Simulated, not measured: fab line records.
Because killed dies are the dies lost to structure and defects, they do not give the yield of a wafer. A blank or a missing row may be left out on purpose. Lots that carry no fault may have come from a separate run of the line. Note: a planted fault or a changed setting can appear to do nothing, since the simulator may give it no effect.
Struck lot and sound lot, side by side -- flow sky130 -- 15 steps out of a route of 708
Sound: the wafers L132.1, L132.3, L132.5. The struck wafers were L147.1, L147.2, L147.4. Last of all comes the cause.
Each step with rows lists, per side, the tool, then ch with its chambers, then its first start. Under that, the readings that differ: sound wafers -- struck wafers -- difference of the means -- sigmas: that difference in standard deviations of wafers without a fault.
alike: a reading whose means differ by less than 2 such deviations, as well as words and numbers matching on both sides. not compared: withheld readings; readings where some wafer has no value; bounds like >300 that might hide an equal value; numbers whose values overlap and for which the record gives no deviation.
A row with sigmas, a row that says differs or no value, or rows on one side alone: a step with any of these is where the two part. Numbers that don't overlap but have no deviation are shown without sigmas and don't part them. A reading missing from all wafers of one side parts the sides only when that side holds two or more wafers.

first, 4 steps without rows for these wafers: SKY_CONTACT_STRIP_19 (strips in O2/N2); SKY_CONTACT_STRIP_20 (strips in post etch residue remover, time 1200 s); SKY_CONTACT_CLEAN_21 (cleans in IPA, time 180 s); SKY_CONTACT_CLEAN_22 (cleans in O3/DIW).
SKY_CONTACT_SPUTTER_23: material TiN, target thk 20 nm, time 80 s.
  sound on pvd sputter-02, day 33 11:37; struck on pvd sputter-02, day 37 19:37
  alike: cathode dc power W, chamber pressure pa, throttle valve pct
then, 1 step without rows for these wafers: SKY_CONTACT_CVD_24 (deposits W, target thk 340 nm, time 102.12 s).
SKY_CONTACT_RS_MEAS_25: a four-point-probe measurement.
  sound on film metro-02, day 33 11:47; struck on film metro-02, day 37 19:47
  alike: CONTACT_W_RS
SKY_CONTACT_THK_MEAS_26: measures by xrf.
  sound on film metro-02, day 33 11:55; struck on film metro-02, day 37 19:55
  alike: CONTACT_W_THK
SKY_CONTACT_CMP_27: polishes, stops on SiO2, t overpolish 15 s, target thk 0 nm.
  sound on cmp-02 ch 0,1,3, day 33 12:01; struck on cmp-02 ch 1,2,3, day 37 19:58
  alike: head pressure psi, motor current A, overpolish run s, time to endpoint s
SKY_METAL1_SPUTTER_00: material Ti, target thk 15 nm, time 10 s.
  sound on pvd sputter-02, day 33 12:16; struck on pvd sputter-04, day 37 20:16
  alike: cathode dc power W, chamber pressure pa, throttle valve pct
then, 1 step without rows for these wafers: SKY_METAL1_SPUTTER_01 (material TiN, target thk 20 nm, time 16.7 s).
SKY_METAL1_SPUTTER_02: material AlCu, target thk 250 nm, time 13.3 s.
  sound on pvd sputter-02, day 33 12:19; struck on pvd sputter-04, day 37 20:19
  alike: cathode dc power W, chamber pressure pa, throttle valve pct
SKY_METAL1_SPUTTER_03: material Ti, target thk 5 nm, time 3.3 s.
  sound on pvd sputter-02, day 33 12:20; struck on pvd sputter-04, day 37 20:20
  no value came back on the struck wafers for cathode dc power W (W), chamber pressure pa (Pa), throttle valve pct (%), time s (s); on the sound wafers cathode dc power W (W) reads 3000.2 3000.0 2999.4
SKY_METAL1_SPUTTER_04: material TiN, target thk 70 nm, time 58.3 s.
  sound on pvd sputter-02, day 33 12:22; struck on pvd sputter-04, day 37 20:22
reading,sound,struck,difference,sigmas
cathode dc power W (W),6501.8 6500.5 6501.3,6498.9 6498.8 6498.0,-2.6,-2
  alike: chamber pressure pa, throttle valve pct
-- the record jumps here: 13 days lie between the struck wafers' starts before and after (it left off in module METAL1 and takes up again in module PAD_OPEN, whose first step shown is number 708 of the route) --
SKY_PAD_OPEN_PROBE_99:
  sound on prober-02, day 47 07:23; struck on prober-01, day 50 09:29
reading,sound,struck,difference,sigmas
model.etest.via1 chain.rc ohm,17.85 16.67 16.53,19.54 22.19 20.01,+3.56,
model.etest.met1.rs ohm sq,0.1276 0.1272 0.1243,0.1233 0.1222 0.1229,-0.0036,
  alike: defect limited yield, killed_at_M0_to_M3, killed_at_M4_up, killed at contacts, killed at front end, killed at other, killed dies, killed open, killed short, sort_bin_3_pad_short, sort_bin_5_function, sort_bin_6_memory, sort n pass, sort yield pct

## WHERE THEY PART
First at SKY_METAL1_SPUTTER_03; last, within this record, at SKY_METAL1_SPUTTER_04. Later steps at which nothing parts them and some readings are alike: SKY_PAD_OPEN_PROBE_99.

WHY: what had been put in by the simulator
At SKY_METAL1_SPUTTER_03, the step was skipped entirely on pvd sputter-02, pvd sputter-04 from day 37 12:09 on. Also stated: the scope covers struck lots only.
